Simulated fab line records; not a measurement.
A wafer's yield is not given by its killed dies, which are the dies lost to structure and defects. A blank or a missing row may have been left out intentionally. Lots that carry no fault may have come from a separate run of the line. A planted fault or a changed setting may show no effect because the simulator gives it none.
Matching of chambers	flow gf180mcu	3 sister chambers for GF_V1_CVD_02 on pecvd-02
The step deposits SiO2 from TEOS, target thk 850 nm, time 94.851 s. 6 wafers are shown with their chamber, then 6 later ones without.

## WAFERS WITH THEIR CHAMBER
wafer	chamber	heater-power-w (W)
L210.2	1	628
L214.5	1	694
L214.6	2	708
L222.1	2	657
L222.2	0	688
L222.5	0	543

## WAFERS WITHOUT THEIR CHAMBER
wafer	heater-power-w (W)
L223.1	629
L223.4	656
L223.5	705
L225.1	693
L225.4	553
L225.5	670

## WHICH CHAMBER EACH WENT THROUGH
wafer	from the rows above	in truth
L223.1	can't be placed: 0 or 1 or 2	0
L223.4	can't be placed: 1 or 2 or 0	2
L223.5	can't be placed: 2 or 1 or 0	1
L225.1	can't be placed: 2 or 1 or 0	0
L225.4	can't be placed: 0 or 1 or 2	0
L225.5	can't be placed: 1 or 2 or 0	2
Correctly placed: 0 of 6. Cannot be placed on the basis of these rows: 6; the candidates contain the true chamber in 6. 0 placed wrongly.
How it was worked out, from the rows above alone: a wafer's distance from a chamber is the root of the sum, over the readings, of the square of ((its reading less the chamber's mean) divided by the reading's scatter). The wafer belongs to the nearest chamber; if the next one is less than 2 further off, it can't be placed. A chamber's mean is the mean of its shown wafers. The scatter: take each reading less its chamber's mean, square it, sum over the shown wafers, divide by the number of wafers less the number of chambers, and take the root.
